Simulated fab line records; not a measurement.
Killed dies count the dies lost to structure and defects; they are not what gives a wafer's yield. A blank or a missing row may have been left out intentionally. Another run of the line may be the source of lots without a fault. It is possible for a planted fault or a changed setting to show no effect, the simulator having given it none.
Comparing a struck lot with a sound one -- flow gf180mcu -- 16 out of 602 route steps
Sound: these wafers, L933.2, L933.4, L933.6. Wafers L941.4, L941.5, L941.6 were the ones struck. Last of all comes the cause.
At each step with rows: each side's tool, then ch and its chambers, then its first start. Under that, the readings that differ: sound wafers -- struck wafers -- difference of the means -- sigmas: that difference in standard deviations of wafers without a fault.
alike: readings whose means differ by less than 2 such deviations, and words and numbers that are the same on both sides. not compared: withheld readings, readings that some wafer has no value for, bounds like >300 that may hide the same value, and numbers for which the record gives no deviation and whose values overlap.
A row with sigmas, a row that says differs or no value, or rows on one side alone: a step with any of these is where the two part. When numbers do not overlap yet have no deviation, they are printed without sigmas and do not part them. A reading that every wafer of one side lacks parts them only if that side has two wafers or more.

GF_V4_CVD_23: deposits W, target thk 350 nm, time 104.9 s.
  sound on cvdW-01 ch 1, day 24 10:24; struck on cvdW-01 ch 0,1, day 27 06:17
  alike: heaterPowerW
GF_V4_RS_MEAS_24: uses a four-point probe to measure.
  sound: filmMetro-01 at day 24 10:32; struck: filmMetro-03 at day 27 06:25
  alike: V4_W_RS
GF_V4_THK_MEAS_25: measures by xrf.
  sound: filmMetro-01 at day 24 10:39; struck: filmMetro-03 at day 27 06:31
  alike: V4_W_THK
GF_V4_CMP_26: polishes, stops on SiO2, t overpolish 15 s, target thk 0 nm.
  sound on cmp-02 ch 0,2, day 24 10:42; struck on cmp-02 ch 0,3, day 27 06:35
  alike: motorCurrentA, overpolishRunS, platenRpm, timeToEndpointS
then, 3 steps without rows for these wafers: GF_MIM_SPUTTER_00 (material Ti, target thk 37.5 nm, time 150 s); GF_MIM_SPUTTER_01 (material TiN, target thk 30 nm, time 25 s); GF_MIM_SPUTTER_02 (material AlCu, target thk 450 nm, time 23.9 s).
GF_MIM_SPUTTER_03: material Ti, target thk 10 nm, time 6.7 s.
  sound: pvdSputter-01 at day 24 11:10; struck: pvdSputter-02 at day 27 07:00
  alike: chamberPressurePa, throttleValvePct
then, 1 step without rows for these wafers: GF_MIM_SPUTTER_04 (material TiN, target thk 50 nm, time 41.7 s).
GF_MIM_CVD_05: deposits Si3N4, target thk 42 nm, time 27.96 s.
  sound on pecvd-04 ch 0,1,2, day 24 11:13; struck on pecvd-01 ch 0,1,2, day 27 07:05
  alike: heaterPowerW
GF_MIM_THK_MEAS_06:
  sound: filmMetro-01 at day 24 11:16; struck: filmMetro-02 at day 27 07:08
  alike: MIM_CVD_05_THK
GF_MIM_SPUTTER_07: material TiN, target thk 60 nm, time 50 s.
  sound: pvdSputter-03 at day 24 11:19; struck: pvdSputter-03 at day 27 07:10
  alike: chamberPressurePa, throttleValvePct
GF_MIM_SPUTTER_08: material AlCu, target thk 200 nm, time 10.6 s.
  sound: pvdSputter-03 at day 24 11:21; struck: pvdSputter-03 at day 27 07:12
reading,sound,struck,difference,sigmas
model.AlCu_of_MIM_SPUTTER_08.thkNm (nm),199.7 200.7 200.9,93.98 97.53 100.1,-103.23,
  alike: chamberPressurePa, throttleValvePct
then, 1 step without rows for these wafers: GF_MIM_SPUTTER_09 (material TiN, target thk 35 nm, time 29.2 s).
GF_MIM_RS_MEAS_10: uses a four-point probe to measure.
  sound: filmMetro-03 at day 24 11:26; struck: filmMetro-01 at day 27 07:37
reading,sound,struck,difference,sigmas
MIM_ALCU_RS (ohm/sq),0.1606 0.1594 0.1597,0.3586 0.3440 0.3350,+0.1860,+72
  not compared: hold
GF_PASSIVATION_PROBE_99:
  sound wafers here have rows in the record (prober-02, day 29 00:58); struck ones have none

## WHERE THEY PART
At GF_MIM_RS_MEAS_10 first; at GF_PASSIVATION_PROBE_99 last (within this record only).

WHY: the cause the simulator had injected
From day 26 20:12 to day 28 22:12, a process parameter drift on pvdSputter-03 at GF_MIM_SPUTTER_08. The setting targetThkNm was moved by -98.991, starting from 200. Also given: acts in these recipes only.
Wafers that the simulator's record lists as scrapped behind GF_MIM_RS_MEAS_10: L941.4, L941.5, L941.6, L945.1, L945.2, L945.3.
